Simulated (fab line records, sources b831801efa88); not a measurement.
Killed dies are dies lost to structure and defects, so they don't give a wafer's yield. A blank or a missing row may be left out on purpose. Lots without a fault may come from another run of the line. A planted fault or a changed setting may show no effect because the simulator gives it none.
Chamber matching | flow sky130 | SKY_POLY_GATE_ETCH_17 on rie_si-02: 4 sister chambers
The step etches poly-Si in HBr/Cl2, stops on SiO2, target depth 180 nm, time 70.5 s. 8 wafers are shown with their chamber, then 7 later ones without.

WAFERS WITH THEIR CHAMBER
wafer  | chamber | drypump_motor_current_A (A) | run_length_s (s)
L729.1 | 1       | 4.9                         | 99.7
L730.1 | 1       | 4.9                         | 99.6
L730.6 | 0       | 4.8                         | 99.5
L736.1 | 2       | 5.3                         | 98.1
L736.2 | 3       | 6.7                         | 98.6
L736.3 | 0       | 4.7                         | 99.0
L737.1 | 3       | 6.7                         | 99.5
L737.3 | 2       | 5.4                         | 98.0

WAFERS WITHOUT THEIR CHAMBER
wafer  | drypump_motor_current_A (A) | run_length_s (s)
L737.4 | 4.8                         | 98.9
L745.3 | 4.9                         | 99.4
L745.4 | 5.4                         | 98.2
L745.5 | 5.3                         | 98.5
L749.1 | 4.8                         | 98.8
L749.5 | 5.0                         | 99.4
L749.6 | 4.8                         | 98.7

WHICH CHAMBER EACH WENT THROUGH
wafer  | from the rows above     | in truth
L737.4 | can't be placed: 0 or 1 | 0
L745.3 | 1                       | 1
L745.4 | 2                       | 2
L745.5 | 2                       | 2
L749.1 | can't be placed: 0 or 1 | 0
L749.5 | 1                       | 1
L749.6 | can't be placed: 0 or 1 | 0
Placed correctly: 4 of 7. Can't be placed from these rows: 3 (the true chamber is among the candidates in 3). Placed wrongly: 0.
How it was worked out, from the rows above alone: a wafer's distance from a chamber is the root of the sum, over the readings, of the square of ((its reading less the chamber's mean) divided by the reading's scatter). The wafer belongs to the nearest chamber; if the next one is less than 2 further off, it can't be placed. A chamber's mean is the mean of its shown wafers. The scatter: the root of (the sum of the squares of (reading less its chamber's mean) over the shown wafers, divided by (wafers less chambers)).
